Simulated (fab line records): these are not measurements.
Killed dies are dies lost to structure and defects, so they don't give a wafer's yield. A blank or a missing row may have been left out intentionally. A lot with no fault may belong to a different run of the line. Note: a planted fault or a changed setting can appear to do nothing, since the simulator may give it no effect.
Which tool did it? -- flow sky130 -- Sampling: 15 lots, 45 wafers, 3 of 708 route steps

== WHAT EACH GAUGE READ, for each wafer ==
SKY_METAL1_RS_MEAS_05: a four-point-probe measurement. Usual: METAL1_ALCU_RS 0.1260 ohm/sq, standard deviation 0.0011.
lot,measured,on,METAL1_ALCU_RS (ohm/sq),flag
L716,day 31 07:54,filmMetro-04,0.1255 0.1250 0.1231,
L718,day 32 00:39,filmMetro-04,0.1240 0.1263 0.1268,
L719,day 32 07:49,filmMetro-04,0.1263 0.1253 0.1249,
L721,day 33 01:50,filmMetro-02,0.1276 0.1274 0.1288,
L727,day 35 06:19,filmMetro-04,0.1262 0.1269 0.1260,
L726,day 35 12:54,filmMetro-01,0.1263 0.1266 0.1258,
L729,day 35 23:01,filmMetro-04,0.1270 0.1263 0.1253,
L730,day 36 04:09,filmMetro-04,0.1253 0.1269 0.1256,
L731,day 36 14:06,filmMetro-01,0.1277 0.1267 0.1258,
L732,day 36 20:29,filmMetro-01,0.1270 0.1267 0.1282,
L733,day 37 00:40,filmMetro-01,0.1279 0.1272 0.1261,
L734,day 37 19:36,filmMetro-01,0.1255 0.1253 0.1253,
L735,day 37 21:10,filmMetro-04,0.1242 0.1253 0.1247,
L738,day 38 13:59,filmMetro-04,0.1247 0.1263 0.1269,
L739,day 38 22:42,filmMetro-01,0.1253 0.1250 0.1243,

== WHICH TOOL RAN EACH LOT (tool, then ch and the chambers of the sampled wafers, then the start) ==
lot,SKY_CONTACT_STRIP_19,SKY_CONTACT_CMP_27
L716,"plasmaAsher-01 ch 0,1, day 31 06:30","cmp-02 ch 0,1,3, day 31 07:32"
L718,"plasmaAsher-04 ch 0,1, day 31 23:14","cmp-01 ch 1,2,3, day 32 00:13"
L719,"plasmaAsher-01 ch 0,1, day 32 06:24","cmp-02 ch 0,1,3, day 32 07:22"
L721,"plasmaAsher-01 ch 0,1, day 33 00:27","cmp-01 ch 1,2,3, day 33 01:23"
L727,"plasmaAsher-02 ch 0,1, day 35 04:55","cmp-01 ch 1,2, day 35 05:53"
L726,"plasmaAsher-04 ch 0,1, day 35 11:30","cmp-02 ch 0,1,2, day 35 12:26"
L729,"plasmaAsher-02 ch 0,1, day 35 21:38","cmp-02 ch 0,1,2, day 35 22:32"
L730,"plasmaAsher-04 ch 0,1, day 36 02:45","cmp-01 ch 1,3, day 36 03:44"
L731,"plasmaAsher-04 ch 0,1, day 36 12:41","cmp-02 ch 2,3, day 36 13:36"
L732,"plasmaAsher-01 ch 0, day 36 19:00","cmp-02 ch 0,2, day 36 20:03"
L733,"plasmaAsher-02 ch 0,1, day 36 23:07","cmp-02 ch 0,2,3, day 37 00:19"
L734,"plasmaAsher-02 ch 0,1, day 37 18:12","cmp-01 ch 0,1,3, day 37 19:08"
L735,"plasmaAsher-02 ch 0,1, day 37 19:47","cmp-02 ch 1,2,3, day 37 20:44"
L738,"plasmaAsher-02 ch 0,1, day 38 12:33","cmp-02 ch 1,2,3, day 38 13:38"
L739,"plasmaAsher-04 ch 0,1, day 38 21:18","cmp-02 ch 0,1,2, day 38 22:20"
- SKY_CONTACT_STRIP_19: strips in O2/N2.
- SKY_CONTACT_CMP_27: polishes, stops on SiO2, t overpolish 15 s, target thk 0 nm.

== WHAT THE TOOLS THEMSELVES READ (means of the sampled wafers that have a number; where no wafer has one, the mark that the record gives instead) ==
SKY_CONTACT_STRIP_19. Usual: drypumpMotorCurrentA 5.5 A, standard deviation 0.4; n2FlowSccm 300.0 sccm, standard deviation 0.91; oesProductAu 0.381 a.u., standard deviation 0.0041; stripTimeToEndpointS 3.626 s, standard deviation 0.024.
lot,tool,drypumpMotorCurrentA (A),n2FlowSccm (sccm),oesProductAu (a.u.),stripTimeToEndpointS (s),flag
L716,plasmaAsher-01,5.8,300.8,0.377,3.627,
L718,plasmaAsher-04,4.9,300.0,0.383,3.645,
L719,plasmaAsher-01,5.8,300.3,0.383,3.587,
L721,plasmaAsher-01,5.8,300.2,0.383,3.621,
L727,plasmaAsher-02,5.6,299.7,0.382,3.630,
L726,plasmaAsher-04,5.0,300.4,0.384,3.652,
L729,plasmaAsher-02,5.5,299.4,0.381,3.622,
L730,plasmaAsher-04,4.9,299.5,0.382,3.641,
L731,plasmaAsher-04,5.0,300.8,0.384,3.634,
L732,plasmaAsher-01,5.4,298.6,0.384,3.643,
L733,plasmaAsher-02,5.6,300.6,0.379,3.596,
L734,plasmaAsher-02,5.6,300.0,0.383,3.627,
L735,plasmaAsher-02,5.6,300.4,0.379,3.631,
L738,plasmaAsher-02,5.6,299.3,0.381,3.642,
L739,plasmaAsher-04,5.0,300.5,0.375,3.618,

SKY_CONTACT_CMP_27. Usual: motorCurrentA 11.6 A, standard deviation 1.8; overpolishRunS 15.000 s, standard deviation 0.0096; slurryFilterDpKPa 13.49 kPa, standard deviation 0.14; slurryFlowMlMin 150.0, standard deviation 0.48; timeToEndpointS 81 s, standard deviation 3.1.
lot,tool,motorCurrentA (A),overpolishRunS (s),slurryFilterDpKPa (kPa),slurryFlowMlMin,timeToEndpointS (s),flag
L716,cmp-02,12.7,14.993,13.57,149.7,85,
L718,cmp-01,10.1,14.998,13.50,150.1,79,
L719,cmp-02,12.5,15.007,13.45,149.9,83,
L721,cmp-01,10.6,15.004,13.58,149.9,80,
L727,cmp-01,10.4,14.997,13.35,150.2,79,
L726,cmp-02,12.5,15.008,13.60,149.8,80,
L729,cmp-02,12.4,15.004,13.48,150.1,83,
L730,cmp-01,10.3,15.000,13.52,149.9,85,
L731,cmp-02,10.2,15.002,13.30,150.1,78,
L732,cmp-02,11.5,14.997,13.58,149.6,79,
L733,cmp-02,11.6,15.010,13.49,149.7,78,
L734,cmp-01,10.2,14.998,13.52,150.3,81,
L735,cmp-02,11.5,15.004,13.54,150.2,77,
L738,cmp-02,11.2,14.995,13.53,150.1,80,
L739,cmp-02,12.2,14.995,13.57,150.5,80,

== THE ANSWER, worked out from the rows above alone ==
Rule: lot off if the mean of its wafers having a number is beyond 3 standard deviations from the usual mean. Also off: a lot with no number at a reading for which 4 or more lots have one. The other lots that the step has rows for count as sound. First the gauges in route order, then the tools' own readings, where a lot's mean is used as printed above. At the first step where some lot is off, the reading lying furthest off is the one used; lots without a number count as furthest.
Across all readings shown, no lot is off: no conclusion can be drawn from this.

== WHAT THE SIMULATOR HAD PUT IN ==
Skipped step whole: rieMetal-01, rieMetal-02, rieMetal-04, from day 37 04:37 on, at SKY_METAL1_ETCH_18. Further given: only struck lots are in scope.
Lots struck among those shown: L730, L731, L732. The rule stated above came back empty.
